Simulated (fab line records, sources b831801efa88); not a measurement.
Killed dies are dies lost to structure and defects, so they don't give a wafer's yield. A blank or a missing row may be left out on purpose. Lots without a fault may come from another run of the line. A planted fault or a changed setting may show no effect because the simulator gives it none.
Chamber matching | flow sky130 | SKY_METAL4_ETCH_17 on rie_diel-01: 4 sister chambers
The step etches SiO2 in C4F8/O2/Ar, stops on TiN, time 3.9 s, target depth 15 nm. 4 wafers are shown with their chamber, then 12 later ones without.

WAFERS WITH THEIR CHAMBER
wafer  | chamber | rf_fwd_power_W (W)
L082.4 | 2       | 1469
L084.1 | 3       | 1471
L084.2 | 1       | 1470
L084.3 | 0       | 1484

WAFERS WITHOUT THEIR CHAMBER
wafer  | rf_fwd_power_W (W)
L089.2 | 1472
L089.4 | 1468
L089.5 | 1472
L092.2 | 1484
L092.3 | 1483
L092.6 | 1477
L093.2 | 1480
L093.5 | 1482
L093.6 | 1474
L095.1 | 1480
L095.2 | 1463
L095.6 | 1482

WHICH CHAMBER EACH WENT THROUGH
wafer  | from the rows above               | in truth
L089.2 | can't be placed: 3 or 1 or 2      | 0
L089.4 | can't be placed: 2 or 1 or 3      | 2
L089.5 | can't be placed: 3 or 1 or 2      | 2
L092.2 | 0                                 | 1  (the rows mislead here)
L092.3 | 0                                 | 0
L092.6 | can't be placed: 3 or 0 or 1 or 2 | 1
L093.2 | can't be placed: 0 or 3 or 1      | 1
L093.5 | 0                                 | 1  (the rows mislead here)
L093.6 | can't be placed: 3 or 1 or 2      | 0
L095.1 | can't be placed: 0 or 3 or 1      | 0
L095.2 | can't be placed: 2 or 1 or 3      | 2
L095.6 | 0                                 | 0
Placed correctly: 2 of 12. Can't be placed from these rows: 8 (the true chamber is among the candidates in 6). Placed wrongly: 2.
How it was worked out, from the rows above alone: a wafer's distance from a chamber is the root of the sum, over the readings, of the square of ((its reading less the chamber's mean) divided by the reading's scatter). The wafer belongs to the nearest chamber; if the next one is less than 2 further off, it can't be placed. A chamber's mean is the mean of its shown wafers. The scatter: with one shown wafer a chamber, the root of the mean of the squares of how far each hidden wafer lies from its nearest shown one.
